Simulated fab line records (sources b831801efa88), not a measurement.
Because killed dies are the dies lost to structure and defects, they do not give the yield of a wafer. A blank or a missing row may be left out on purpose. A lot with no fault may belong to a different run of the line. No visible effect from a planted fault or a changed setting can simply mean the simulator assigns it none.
fab line records | flow sky130
[record] lots = 14 | wafers = 42 | last-day = 51
route steps=708 shown VT_ADJUST_HVTP@92 VT_ADJUST_NCORE@126 VT_ADJUST_PCH@149
lots that met no fault: taken from a fault-free run of the same line
start-h: start of the lot's first displayed wafer, in hours after the record's first day | wait-h: how many hours have passed since the lot's step before this one | " unchanged from the row above | L1.1+2: a single row standing in for several wafers | - no value, or no start was given | * or withheld: withheld | < > ~ a bound
route shown NAME@n: a module of which the file shows steps, and the number in the route of the first | usual: the fault-free wafers' mean and standard deviation | same: alike in all rows | chamber/n: place in a boat | sites: each site's reading | _std_site: standard deviation of those values | _edge_site: inner sites' mean taken away from outer sites' mean | radius-mm: how far each site lies from the wafer's centre | mask NAME#n: copy n | behind: the tool/chamber that last shaped the wafer | hold: why the lot went on hold/how many hours it stayed there/how the hold came to an end | device: the n, p or np transistor that did not switch | end of line: the route-end tests of the same wafers | where a step has no rows: the recipe by itself | killed: dies lost to structure and defects at the first sort, not the wafer's yield | map: shows each die of a wafer: x if killed, . if not, _ if none is there
set.NAME: the setting the step ran with; set.NAME@STEP: the setting that earlier step ran with | model.NAME: the simulator's own value behind a step, which no gauge read
steps of the route over a sample of lots; a table a step, a row a wafer
services: from which hour (start-h, from the record's first day; less than 0 if before it) a tool's chamber was out of use, for how many hours, and why
[[steps]]
[step SKY_VT_ADJUST_HVTP_CD_MEAS_07]
[recipe] target-cd-nm = 380
[usual] cd-nm = 379.3/2.8
lot.wafer | tool      | chamber | start-h | wait-h | cd-nm
L989.2    | cd-sem-01 | -       | 119.99  | 0.1    | 385.1
L989.3    | "         | -       | "       | "      | 382.5
L989.6    | "         | -       | "       | "      | 386.0
L991.1    | cd-sem-01 | -       | 135.72  | 0.1    | 374.5
L991.2    | "         | -       | "       | "      | 375.5
L991.5    | "         | -       | "       | "      | 375.8
L995.1    | cd-sem-01 | -       | 158.58  | 0.1    | 376.8
L995.4    | "         | -       | "       | "      | 374.9
L995.5    | "         | -       | "       | "      | 376.6
L997.3    | cd-sem-01 | -       | 169.57  | 0.1    | 377.9
L997.5    | "         | -       | "       | "      | 379.0
L997.6    | "         | -       | "       | "      | 379.8
L101.1    | cd-sem-01 | -       | 196.43  | 0.1    | 382.8
L101.3    | "         | -       | "       | "      | 381.1
L101.6    | "         | -       | "       | "      | 385.6
L102.2    | cd-sem-02 | -       | 202.89  | 0.1    | 375.4
L102.4    | "         | -       | "       | "      | 372.8
L102.6    | "         | -       | "       | "      | 377.0
L105.2    | cd-sem-02 | -       | 230.85  | 0.1    | 376.7
L105.3    | "         | -       | "       | "      | 379.5
L105.4    | "         | -       | "       | "      | 377.8
L106.2    | cd-sem-02 | -       | 231.50  | 0.1    | 377.7
L106.3    | "         | -       | "       | "      | 379.8
L106.5    | "         | -       | "       | "      | 379.1
L107.2    | cd-sem-01 | -       | 237.21  | 0.1    | 380.4
L107.4    | "         | -       | "       | "      | 382.8
L107.5    | "         | -       | "       | "      | 381.4
L108.2    | cd-sem-02 | -       | 241.50  | 0.1    | 382.7
L108.3    | "         | -       | "       | "      | 380.5
L108.6    | "         | -       | "       | "      | 383.6
L109.1    | cd-sem-02 | -       | 247.97  | 0.1    | 374.5
L109.2    | "         | -       | "       | "      | 376.9
L109.3    | "         | -       | "       | "      | 375.8
L110.1    | cd-sem-02 | -       | 255.70  | 0.2    | 382.6
L110.5    | "         | -       | "       | "      | 382.9
L110.6    | "         | -       | "       | "      | 381.9
L112.1    | cd-sem-01 | -       | 282.72  | 0.1    | 380.3
L112.4    | "         | -       | "       | "      | 379.6
L112.5    | "         | -       | "       | "      | 378.8
L111.1    | cd-sem-01 | -       | 283.03  | 0.1    | 379.6
L111.2    | "         | -       | "       | "      | 382.0
L111.6    | "         | -       | "       | "      | 379.4
[step SKY_VT_ADJUST_NCORE_CD_MEAS_07]
[recipe] target-cd-nm = 380
[usual] cd-nm = 380/3.2
lot.wafer | tool      | chamber | start-h | wait-h | cd-nm
L989.2    | cd-sem-02 | -       | 177.30  | 0.1    | 381
L989.3    | "         | -       | "       | "      | 382
L989.6    | "         | -       | "       | "      | 381
L991.1    | cd-sem-01 | -       | 195.48  | 0.1    | 381
L991.2    | "         | -       | "       | "      | 382
L991.5    | "         | -       | "       | "      | 381
L995.1    | cd-sem-02 | -       | 222.82  | 0.1    | 387
L995.4    | "         | -       | "       | "      | 386
L995.5    | "         | -       | "       | "      | 388
L997.3    | cd-sem-01 | -       | 234.62  | 0.1    | 379
L997.5    | "         | -       | "       | "      | 379
L997.6    | "         | -       | "       | "      | 378
L101.1    | cd-sem-01 | -       | 264.62  | 0.1    | 380
L101.3    | "         | -       | "       | "      | 381
L101.6    | "         | -       | "       | "      | 382
L102.2    | cd-sem-01 | -       | 273.88  | 0.1    | 383
L102.4    | "         | -       | "       | "      | 384
L102.6    | "         | -       | "       | "      | 383
L105.2    | cd-sem-02 | -       | 304.48  | 0.1    | 379
L105.3    | "         | -       | "       | "      | 378
L105.4    | "         | -       | "       | "      | 377
L106.2    | cd-sem-02 | -       | 305.09  | 0.1    | 376
L106.3    | "         | -       | "       | "      | 376
L106.5    | "         | -       | "       | "      | 378
L107.2    | cd-sem-01 | -       | 311.40  | 0.1    | 379
L107.4    | "         | -       | "       | "      | 380
L107.5    | "         | -       | "       | "      | 377
L108.2    | cd-sem-01 | -       | 315.55  | 0.1    | 387
L108.3    | "         | -       | "       | "      | 386
L108.6    | "         | -       | "       | "      | 385
L109.1    | cd-sem-01 | -       | 323.37  | 0.1    | 385
L109.2    | "         | -       | "       | "      | 386
L109.3    | "         | -       | "       | "      | 384
L110.1    | cd-sem-02 | -       | 332.58  | 0.1    | 374
L110.5    | "         | -       | "       | "      | 380
L110.6    | "         | -       | "       | "      | 376
L112.1    | cd-sem-02 | -       | 362.71  | 0.1    | 381
L112.4    | "         | -       | "       | "      | 384
L112.5    | "         | -       | "       | "      | 382
L111.1    | cd-sem-02 | -       | 363.22  | 0.1    | 381
L111.2    | "         | -       | "       | "      | 380
L111.6    | "         | -       | "       | "      | 382
[step SKY_VT_ADJUST_NCORE_STRIP_10]
[recipe] chemistry = O2/N2 | power-w = 1400 | pressure-mtorr = 1500 | platen-temp-c = withheld | o2-flow-sccm = 3000 | n2-flow-sccm = 300 | overash-fraction = 0.5
[usual] drypump-motor-current-A = 5.7/0.49 | oes-product-au = 0.715/0.0047 | strip-time-to-endpoint-s = 14.17/0.044
lot.wafer | tool            | chamber | start-h | wait-h | drypump-motor-current-A | oes-product-au | rf-hours-counter-h | strip-time-to-endpoint-s
L989.2    | plasma-asher-03 | 1       | 177.59  | 0.1    | 6.4                     | 0.716          | 46                 | 14.21
L989.3    | "               | 1       | "       | "      | 6.4                     | 0.726          | -                  | 14.22
L989.6    | "               | 1       | "       | "      | 6.4                     | 0.715          | -                  | 14.18
L991.1    | plasma-asher-03 | 1       | 195.79  | 0.1    | 6.5                     | 0.719          | 48                 | 14.15
L991.2    | "               | 0       | "       | "      | 5.4                     | 0.708          | 48                 | 14.21
L991.5    | "               | 0       | "       | "      | 5.5                     | 0.717          | -                  | 14.18
L995.1    | plasma-asher-03 | 0       | 223.12  | 0.1    | 5.5                     | 0.721          | 51                 | 14.20
L995.4    | "               | 0       | "       | "      | 5.4                     | 0.708          | -                  | 14.19
L995.5    | "               | 0       | "       | "      | 5.4                     | 0.714          | -                  | 14.14
L997.3    | plasma-asher-04 | 1       | 234.92  | 0.1    | 5.6                     | 0.706          | -                  | 14.19
L997.5    | "               | 0       | "       | "      | 5.1                     | 0.718          | -                  | 14.13
L997.6    | "               | 1       | "       | "      | 5.6                     | 0.720          | -                  | 14.20
L101.1    | plasma-asher-03 | 1       | 264.92  | 0.1    | 6.4                     | 0.718          | 55                 | 14.12
L101.3    | "               | 0       | "       | "      | 5.4                     | 0.718          | -                  | 14.12
L101.6    | "               | 0       | "       | "      | 5.4                     | 0.718          | -                  | 14.10
L102.2    | plasma-asher-01 | 1       | 274.17  | 0.1    | 5.6                     | 0.713          | 59                 | 14.12
L102.4    | "               | 0       | "       | "      | 6.3                     | 0.709          | -                  | 14.15
L102.6    | "               | 0       | "       | "      | 6.3                     | 0.721          | -                  | 14.16
L105.2    | plasma-asher-03 | 0       | 304.77  | 0.1    | 5.5                     | 0.711          | 59                 | 14.19
L105.3    | "               | 0       | "       | "      | 5.5                     | 0.720          | -                  | 14.20
L105.4    | "               | 1       | "       | "      | 6.4                     | 0.718          | -                  | 14.15
L106.2    | plasma-asher-04 | 1       | 305.37  | 0.1    | 5.6                     | 0.720          | 18                 | 14.18
L106.3    | "               | 0       | "       | "      | 5.1                     | 0.713          | -                  | 14.15
L106.5    | "               | 1       | "       | "      | 5.6                     | 0.713          | -                  | 14.17
L107.2    | plasma-asher-04 | 0       | 311.69  | 0.1    | 5.1                     | 0.715          | 19                 | 14.18
L107.4    | "               | 1       | "       | "      | 5.6                     | 0.723          | -                  | 14.17
L107.5    | "               | 1       | "       | "      | 5.6                     | 0.717          | -                  | 14.18
L108.2    | plasma-asher-04 | 0       | 315.84  | 0.1    | 5.1                     | 0.717          | 19                 | 14.12
L108.3    | "               | 1       | "       | "      | 5.6                     | 0.720          | -                  | 14.12
L108.6    | "               | 1       | "       | "      | 5.6                     | 0.720          | -                  | 14.15
L109.1    | plasma-asher-03 | 0       | 323.67  | 0.1    | 5.5                     | 0.724          | 61                 | 14.24
L109.2    | "               | 1       | "       | "      | 6.4                     | 0.716          | 61                 | 14.23
L109.3    | "               | 1       | "       | "      | 6.4                     | 0.707          | -                  | 14.23
L110.1    | plasma-asher-01 | 0       | 332.89  | 0.1    | 6.3                     | 0.707          | 65                 | 14.15
L110.5    | "               | 0       | "       | "      | 6.3                     | 0.718          | -                  | 14.18
L110.6    | "               | 1       | "       | "      | 5.6                     | 0.714          | -                  | 14.11
L112.1    | plasma-asher-01 | 0       | 363.02  | 0.1    | 6.3                     | 0.724          | 67                 | 14.25
L112.4    | "               | 0       | "       | "      | 6.3                     | 0.713          | -                  | 14.22
L112.5    | "               | 1       | "       | "      | 5.7                     | 0.720          | -                  | 14.23
L111.1    | plasma-asher-04 | 1       | 363.52  | 0.1    | 5.6                     | 0.712          | 24                 | 14.16
L111.2    | "               | 0       | "       | "      | 5.1                     | 0.720          | 24                 | 14.20
L111.6    | "               | 1       | "       | "      | 5.6                     | 0.717          | -                  | 14.20
[step SKY_VT_ADJUST_PCH_DEVELOP_06]
[recipe] wall-angle-deg = 90 | developer = TMAH | develop-time-s = 60 | dev-temp-c = 23
lot.wafer  | tool           | chamber | start-h | wait-h
L989.2+3+6 | litho-track-03 | 0       | 220     | -
L991.1+2+5 | litho-track-04 | 0       | 239     | -
L995.1+4+5 | litho-track-03 | 0       | 270     | -
L997.3+5+6 | litho-track-03 | 0       | 283     | -
L101.1+3+6 | litho-track-04 | 0       | 314     | -
L102.2+4+6 | litho-track-04 | 0       | 325     | -
L105.2+3+4 | litho-track-03 | 0       | 358     | -
L106.2+3+5 | litho-track-04 | 0       | 358     | -
L107.2+4+5 | litho-track-03 | 0       | 366     | -
L108.2+3+6 | litho-track-01 | 0       | 370     | -
L109.1+2+3 | litho-track-01 | 0       | 379     | -
L110.1+5+6 | litho-track-01 | 0       | 387     | -
L112.1+4+5 | litho-track-03 | 0       | 420     | -
L111.1+2+6 | litho-track-01 | 0       | 422     | -
[step SKY_VT_ADJUST_PCH_OVL_MEAS_07]
[usual] VT_ADJUST_PCH_OVL = 0.8/1.5
lot.wafer | tool       | chamber | start-h | wait-h | VT_ADJUST_PCH_OVL[nm]
L989.2    | overlay-01 | -       | 220.39  | -      | 0.7
L989.3    | "          | -       | "       | "      | -1.8
L989.6    | "          | -       | "       | "      | 0.6
L991.1    | overlay-02 | -       | 239.17  | -      | 2.0
L991.2    | "          | -       | "       | "      | 1.8
L991.5    | "          | -       | "       | "      | 3.3
L995.1    | overlay-02 | -       | 270.58  | -      | -
L995.4    | "          | -       | "       | "      | -
L995.5    | "          | -       | "       | "      | -
L997.3    | overlay-02 | -       | 283.40  | -      | -
L997.5    | "          | -       | "       | "      | -
L997.6    | "          | -       | "       | "      | -
L101.1    | overlay-01 | -       | 314.27  | -      | -1.3
L101.3    | "          | -       | "       | "      | 2.8
L101.6    | "          | -       | "       | "      | 0.1
L102.2    | overlay-02 | -       | 325.82  | -      | 1.6
L102.4    | "          | -       | "       | "      | 1.1
L102.6    | "          | -       | "       | "      | -1.2
L105.2    | overlay-02 | -       | 358.14  | -      | -0.7
L105.3    | "          | -       | "       | "      | 0.6
L105.4    | "          | -       | "       | "      | 1.2
L106.2    | overlay-01 | -       | 358.77  | -      | 0.7
L106.3    | "          | -       | "       | "      | 1.4
L106.5    | "          | -       | "       | "      | 0.5
L107.2    | overlay-01 | -       | 366.54  | -      | -0.2
L107.4    | "          | -       | "       | "      | -1.4
L107.5    | "          | -       | "       | "      | -0.9
L108.2    | overlay-02 | -       | 370.13  | -      | -0.5
L108.3    | "          | -       | "       | "      | 0.2
L108.6    | "          | -       | "       | "      | -0.4
L109.1    | overlay-02 | -       | 379.68  | -      | 1.5
L109.2    | "          | -       | "       | "      | 3.1
L109.3    | "          | -       | "       | "      | 1.2
L110.1    | overlay-02 | -       | 387.68  | -      | 2.2
L110.5    | "          | -       | "       | "      | 2.2
L110.6    | "          | -       | "       | "      | 4.1
L112.1    | overlay-02 | -       | 420.73  | -      | 1.4
L112.4    | "          | -       | "       | "      | 3.0
L112.5    | "          | -       | "       | "      | 0.9
L111.1    | overlay-01 | -       | 422.28  | -      | 0.1
L111.2    | "          | -       | "       | "      | -0.7
L111.6    | "          | -       | "       | "      | 0.9
[step SKY_VT_ADJUST_PCH_TW_MEAS_10]
[usual] VT_ADJUST_PCH_TW = 142.9/0.88
lot.wafer | tool          | chamber | start-h | wait-h | VT_ADJUST_PCH_TW
L989.2    | film-metro-02 | -       | 220.68  | 0.1    | 142.9
L989.3    | "             | -       | "       | "      | 141.7
L989.6    | "             | -       | "       | "      | 142.5
L991.1    | film-metro-04 | -       | 239.51  | 0.1    | 143.5
L991.2    | "             | -       | "       | "      | 143.4
L991.5    | "             | -       | "       | "      | 143.2
L995.1    | film-metro-04 | -       | 270.87  | 0.1    | 29.9
L995.4    | "             | -       | "       | "      | 29.9
L995.5    | "             | -       | "       | "      | 30.0
L997.3    | film-metro-04 | -       | 283.69  | 0.1    | 30.0
L997.5    | "             | -       | "       | "      | 29.7
L997.6    | "             | -       | "       | "      | 29.9
L101.1    | film-metro-02 | -       | 314.55  | 0.1    | 142.8
L101.3    | "             | -       | "       | "      | 141.9
L101.6    | "             | -       | "       | "      | 141.6
L102.2    | film-metro-04 | -       | 326.11  | 0.1    | 142.5
L102.4    | "             | -       | "       | "      | 142.3
L102.6    | "             | -       | "       | "      | 142.4
L105.2    | film-metro-01 | -       | 358.43  | 0.1    | 142.8
L105.3    | "             | -       | "       | "      | 143.4
L105.4    | "             | -       | "       | "      | 143.8
L106.2    | film-metro-01 | -       | 359.06  | 0.1    | 143.8
L106.3    | "             | -       | "       | "      | 143.6
L106.5    | "             | -       | "       | "      | 143.8
L107.2    | film-metro-01 | -       | 366.83  | 0.1    | 143.7
L107.4    | "             | -       | "       | "      | 144.5
L107.5    | "             | -       | "       | "      | 144.0
L108.2    | film-metro-04 | -       | 370.42  | 0.1    | 142.8
L108.3    | "             | -       | "       | "      | 142.8
L108.6    | "             | -       | "       | "      | 142.1
L109.1    | film-metro-02 | -       | 379.96  | 0.1    | 142.1
L109.2    | "             | -       | "       | "      | 141.8
L109.3    | "             | -       | "       | "      | 142.4
L110.1    | film-metro-01 | -       | 387.96  | 0.1    | 143.6
L110.5    | "             | -       | "       | "      | 143.9
L110.6    | "             | -       | "       | "      | 143.8
L112.1    | film-metro-02 | -       | 421.02  | 0.1    | 142.9
L112.4    | "             | -       | "       | "      | 143.0
L112.5    | "             | -       | "       | "      | 142.2
L111.1    | film-metro-02 | -       | 422.56  | 0.1    | 141.7
L111.2    | "             | -       | "       | "      | 142.0
L111.6    | "             | -       | "       | "      | 141.6
[[services]]
tool            | chamber | start-h | hours | kind
plasma-asher-01 | -       | 172.80  | 12.2  | repair
plasma-asher-04 | -       | 259.26  | 4.3   | repair
litho-track-03  | -       | 268.64  | -     | consumable-replace:filter
plasma-asher-03 | -       | 312.53  | 0.6   | repair
plasma-asher-04 | -       | 348.37  | 1.6   | repair
plasma-asher-03 | -       | 372.71  | 4.4   | repair
plasma-asher-03 | -       | 396.14  | 8.0   | repair
plasma-asher-01 | -       | 421.25  | 9.0   | pm
plasma-asher-01 | 0       | 421.25  | 9.0   | vent-cycle
plasma-asher-01 | 1       | 421.25  | 9.0   | vent-cycle
[[key]]
[first-sign] step = SKY_VT_ADJUST_PCH_OVL_MEAS_07 | reading = VT_ADJUST_PCH_OVL | direction = missing
[effect] step = SKY_VT_ADJUST_PCH_TW_MEAS_10 | reading = VT_ADJUST_PCH_TW | direction = down | sigmas = 99+ | usual = 142.9 | struck = 29.9
met-at SKY_VT_ADJUST_PCH_DEVELOP_06
struck-lots L995,L997
sort-left-out L995.1,L995.4,L995.5,L997.3,L997.5,L997.6
tester-left-out L995,L997
not-acting-at SKY_VT_ADJUST_HVTP_CD_MEAS_07,SKY_VT_ADJUST_NCORE_CD_MEAS_07,SKY_VT_ADJUST_NCORE_STRIP_10
onset-between 220 270
[fault] kind = process-parameter-drift | tool = litho-track-03 | chamber = - | onset-h = 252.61 | steps = SKY_VT_ADJUST_PCH_DEVELOP_06 | channel = develop-time-s | offset = * | shape = step | end-h = 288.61 | acts-in = * | stated = *
// tester-left-out: of these lots the tester's yield and bins aren't shown, on N5 and GAA mostly nor the transistor test; their killed dies are dies lost to structure and defects alone, not to doping, threshold or leakage, so they don't give the yield
// sort-left-out: the simulated sort isn't trusted on such a fault, so these wafers' sort isn't shown, and their yield isn't known
